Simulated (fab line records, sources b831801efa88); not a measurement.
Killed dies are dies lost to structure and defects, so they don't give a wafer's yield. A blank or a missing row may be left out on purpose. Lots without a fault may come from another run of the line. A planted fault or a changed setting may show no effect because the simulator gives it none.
Which tool did it? | flow sky130 | 15 lots, 45 wafers sampled, at 6 steps of a route of 708

WHAT THE GAUGES READ, wafer by wafer
SKY_VIA3_CD_MEAS_12: target cd 200 nm. Usual: cd_nm 200.7 nm, standard deviation 1.1.
lot  | measured     | on        | cd_nm (nm)        | flag
L408 | day 40 10:51 | cd_sem-01 | 201.7 200.2 201.7 |
L410 | day 40 15:11 | cd_sem-02 | 200.8 201.0 201.7 |
L409 | day 40 17:43 | cd_sem-01 | 201.2 199.7 200.1 |
L412 | day 41 07:31 | cd_sem-02 | 202.4 201.7 202.7 |
L413 | day 41 12:50 | cd_sem-02 | 200.5 200.2 198.9 |
L415 | day 42 00:50 | cd_sem-02 | 198.8 199.0 199.0 |
L416 | day 42 12:09 | cd_sem-02 | 201.9 200.0 201.9 |
L417 | day 42 13:17 | cd_sem-02 | 199.3 200.1 200.6 |
L418 | day 42 21:28 | cd_sem-02 | 198.9 201.5 200.8 |
L419 | day 43 02:18 | cd_sem-02 | 201.6 201.8 202.2 |
L427 | day 45 00:40 | cd_sem-01 | 199.8 199.5 200.7 |
L428 | day 45 08:19 | cd_sem-02 | 200.8 201.4 200.9 |
L429 | day 45 15:18 | cd_sem-01 | 199.7 199.6 198.6 |
L430 | day 45 21:14 | cd_sem-01 | 202.2 200.9 201.7 |
L431 | day 46 05:38 | cd_sem-02 | 201.3 202.7 200.0 |

SKY_CAP2M_RS_MEAS_03: measures by four-point-probe. Usual: CAP2M_TIN_RS 6.92 ohm/sq, standard deviation 0.06.
lot  | measured     | on            | CAP2M_TIN_RS (ohm/sq) | flag
L408 | day 40 12:45 | film_metro-04 | 6.89 6.90 6.90        |
L410 | day 40 17:02 | film_metro-01 | 6.98 6.94 6.95        |
L409 | day 40 19:55 | film_metro-01 | 6.88 6.75 6.84        |
L412 | day 41 09:24 | film_metro-02 | 6.99 6.87 6.93        |
L413 | day 41 14:42 | film_metro-04 | 6.93 6.93 6.94        |
L415 | day 42 02:41 | film_metro-04 | 6.82 6.87 6.88        |
L416 | day 42 14:02 | film_metro-02 | 6.85 6.88 6.85        |
L417 | day 42 15:16 | film_metro-04 | - - -                 | OFF
L418 | day 42 23:29 | film_metro-04 | - - -                 | OFF
L419 | day 43 04:10 | film_metro-02 | - - -                 | OFF
L427 | day 45 02:32 | film_metro-04 | 6.94 6.97 6.97        |
L428 | day 45 10:11 | film_metro-01 | 6.96 6.99 6.96        |
L429 | day 45 17:30 | film_metro-04 | 6.93 6.93 6.94        |
L430 | day 45 23:05 | film_metro-01 | 6.91 6.97 6.97        |
L431 | day 46 07:29 | film_metro-04 | 6.85 6.85 6.84        |

SKY_CAP2M_THK_MEAS_04: measures by xrf. Usual: CAP2M_TIN_THK 201.9 nm, standard deviation 1.8.
lot  | measured     | on            | CAP2M_TIN_THK (nm) | flag
L408 | day 40 12:52 | film_metro-04 | 201.8 201.9 201.6  |
L410 | day 40 17:09 | film_metro-01 | 199.7 200.7 200.8  |
L409 | day 40 20:01 | film_metro-01 | 202.3 205.9 203.6  |
L412 | day 41 09:31 | film_metro-02 | 199.5 203.4 201.8  |
L413 | day 41 14:48 | film_metro-04 | 202.4 201.5 201.7  |
L415 | day 42 02:49 | film_metro-04 | 203.9 203.1 202.3  |
L416 | day 42 14:09 | film_metro-02 | 202.4 201.7 202.1  |
L417 | day 42 15:23 | film_metro-04 | <0.0 <0.0 <0.0     | OFF
L418 | day 42 23:37 | film_metro-04 | <0.0 <0.0 <0.0     | OFF
L419 | day 43 04:17 | film_metro-02 | <0.0 <0.0 <0.0     | OFF
L427 | day 45 02:39 | film_metro-04 | 200.6 199.8 199.5  |
L428 | day 45 10:17 | film_metro-01 | 201.9 201.8 202.8  |
L429 | day 45 17:37 | film_metro-04 | 201.3 202.1 201.3  |
L430 | day 45 23:10 | film_metro-01 | 202.7 201.7 201.8  |
L431 | day 46 07:37 | film_metro-04 | 202.9 203.7 203.8  |

SKY_CAP2M_OVL_MEAS_12. Usual: CAP2M_OVL -0.8 nm, standard deviation 1.2.
lot  | measured     | on         | CAP2M_OVL (nm) | flag
L408 | day 41 12:35 | overlay-01 | 0.2 -0.8 -0.4  |
L410 | day 41 16:42 | overlay-01 | -1.8 -0.3 -0.6 |
L409 | day 41 18:53 | overlay-01 | -2.7 -2.0 -1.2 |
L412 | day 42 08:53 | overlay-02 | -1.0 -0.4 -4.3 |
L413 | day 42 13:19 | overlay-01 | -2.5 -0.6 -1.9 |
L415 | day 43 01:21 | overlay-02 | -1.5 -1.2 -1.1 |
L416 | day 43 12:34 | overlay-02 | -0.7 0.7 1.1   |
L417 | day 43 13:42 | overlay-02 | 1.0 -0.4 -0.8  |
L418 | day 43 21:54 | overlay-01 | -1.3 0.6 -1.8  |
L419 | day 44 02:51 | overlay-01 | -2.4 -2.0 -1.0 |
L427 | day 46 00:04 | overlay-01 | -1.9 -1.5 -2.1 |
L428 | day 46 07:57 | overlay-02 | -2.4 -2.0 -2.7 |
L429 | day 46 15:05 | overlay-01 | -0.8 1.4 -0.7  |
L430 | day 46 20:19 | overlay-02 | -2.6 -0.1 0.3  |
L431 | day 47 03:27 | overlay-02 | -0.5 -0.4 -0.6 |

WHICH TOOL RAN EACH LOT (tool, then ch and the chambers of the sampled wafers, then the start)
lot  | SKY_VIA3_ETCH_15                   | SKY_CAP2M_SPUTTER_02
L408 | rie_diel-02 ch 0,3, day 40 11:03   | pvd_sputter-03, day 40 12:38
L410 | rie_diel-03 ch 0,1,2, day 40 15:22 | pvd_sputter-04, day 40 16:55
L409 | rie_diel-01 ch 0,1, day 40 17:53   | pvd_sputter-02, day 40 19:46
L412 | rie_diel-02 ch 1,2,3, day 41 07:42 | pvd_sputter-02, day 41 09:16
L413 | rie_diel-02 ch 0,1, day 41 13:00   | pvd_sputter-03, day 41 14:33
L415 | rie_diel-02 ch 0,1,3, day 42 01:02 | pvd_sputter-04, day 42 02:35
L416 | rie_diel-02 ch 0,2,3, day 42 12:20 | pvd_sputter-03, day 42 13:55
L417 | rie_diel-01 ch 0,2,3, day 42 13:29 | pvd_sputter-03, day 42 15:09
L418 | rie_diel-01 ch 0,2,3, day 42 21:40 | pvd_sputter-03, day 42 23:23
L419 | rie_diel-03 ch 1,3, day 43 02:30   | pvd_sputter-04, day 43 04:04
L427 | rie_diel-01 ch 0,2,3, day 45 00:51 | pvd_sputter-04, day 45 02:25
L428 | rie_diel-02 ch 0,1, day 45 08:30   | pvd_sputter-03, day 45 10:03
L429 | rie_diel-01 ch 0,1,2, day 45 15:30 | pvd_sputter-04, day 45 17:23
L430 | rie_diel-01 ch 2,3, day 45 21:22   | pvd_sputter-03, day 45 22:55
L431 | rie_diel-03 ch 0,1,2, day 46 05:50 | pvd_sputter-03, day 46 07:23
- SKY_VIA3_ETCH_15: etches SiO2 in C4F8/O2/Ar, stops on TiN, target depth 507 nm, time 78 s.
- SKY_CAP2M_SPUTTER_02: material TiN, target thk 200 nm, time 166.7 s.

WHAT THE TOOLS THEMSELVES READ (means of the sampled wafers that have a number; where no wafer has one, the mark that the record gives instead)
SKY_VIA3_ETCH_15. Usual: bias_w 1200 W, standard deviation 3.4; oes_product_au 0.946 a.u., standard deviation 0.0051.
lot  | tool        | bias_w (W) | oes_product_au (a.u.) | flag
L408 | rie_diel-02 | 1199       | 0.947                 |
L410 | rie_diel-03 | 1199       | 0.947                 |
L409 | rie_diel-01 | 1200       | 0.945                 |
L412 | rie_diel-02 | 1200       | 0.949                 |
L413 | rie_diel-02 | 1198       | 0.947                 |
L415 | rie_diel-02 | 1197       | 0.950                 |
L416 | rie_diel-02 | 1197       | 0.944                 |
L417 | rie_diel-01 | 1202       | 0.946                 |
L418 | rie_diel-01 | 1200       | 0.948                 |
L419 | rie_diel-03 | 1202       | 0.938                 |
L427 | rie_diel-01 | 1202       | 0.945                 |
L428 | rie_diel-02 | 1200       | 0.945                 |
L429 | rie_diel-01 | 1199       | 0.943                 |
L430 | rie_diel-01 | 1199       | 0.947                 |
L431 | rie_diel-03 | 1203       | 0.948                 |

SKY_CAP2M_SPUTTER_02. Usual: cathode_dc_power_W 6500.1 W, standard deviation 1.3; chamber_pressure_pa 0.3999 Pa, standard deviation 0.00079; susceptor_temp_C 299.98 C, standard deviation 0.17; throttle_valve_pct 30.5 %, standard deviation 1.5.
lot  | tool           | cathode_dc_power_W (W) | chamber_pressure_pa (Pa) | susceptor_temp_C (C) | throttle_valve_pct (%) | flag
L408 | pvd_sputter-03 | 6500.5                 | 0.3993                   | 299.87               | 31.2                   |
L410 | pvd_sputter-04 | 6499.3                 | 0.3998                   | 300.03               | 29.0                   |
L409 | pvd_sputter-02 | 6499.8                 | 0.3997                   | 300.02               | 30.0                   |
L412 | pvd_sputter-02 | 6500.2                 | 0.4001                   | 299.96               | 30.5                   |
L413 | pvd_sputter-03 | 6500.7                 | 0.4001                   | 300.10               | 29.9                   |
L415 | pvd_sputter-04 | 6500.3                 | 0.3988                   | 300.10               | 30.4                   |
L416 | pvd_sputter-03 | 6499.0                 | 0.4005                   | 299.90               | 30.6                   |
L417 | pvd_sputter-03 | -                      | -                        | -                    | -                      | OFF
L418 | pvd_sputter-03 | -                      | -                        | -                    | -                      | OFF
L419 | pvd_sputter-04 | -                      | -                        | -                    | -                      | OFF
L427 | pvd_sputter-04 | 6500.4                 | 0.3997                   | 299.87               | 29.5                   |
L428 | pvd_sputter-03 | 6499.4                 | 0.3996                   | 299.98               | 32.1                   |
L429 | pvd_sputter-04 | 6500.4                 | 0.4000                   | 299.85               | 30.1                   |
L430 | pvd_sputter-03 | 6500.9                 | 0.4001                   | 299.92               | 31.5                   |
L431 | pvd_sputter-03 | 6500.9                 | 0.3995                   | 300.18               | 31.2                   |

THE ANSWER, worked out from the rows above alone
Rule: a lot is off if the mean of its wafers that have a number lies more than 3 standard deviations from the usual mean. A lot without any number at a reading at which 4 lots or more have one is off too. The other lots that the step has rows for count as sound. The gauges are gone through in route order, then the tools' own readings, and for those a lot's mean is taken as printed above. The first step at which some lot is off is used, and at that step the reading that is off furthest; a lot without a number counts as furthest.
Off: L417, L418, L419, at SKY_CAP2M_RS_MEAS_03 (CAP2M_TIN_RS). Without a number there: L417, L418, L419.
A tool fits if, at a process step before that reading, it ran every lot that is off, and no sound lot after the first of them. The gauges at SKY_CAP2M_RS_MEAS_03 aren't tried: what is off there is off at SKY_CAP2M_SPUTTER_02 too, on other tools, and a gauge's error can't cause that. None of those tried fits.

WHAT THE SIMULATOR HAD PUT IN
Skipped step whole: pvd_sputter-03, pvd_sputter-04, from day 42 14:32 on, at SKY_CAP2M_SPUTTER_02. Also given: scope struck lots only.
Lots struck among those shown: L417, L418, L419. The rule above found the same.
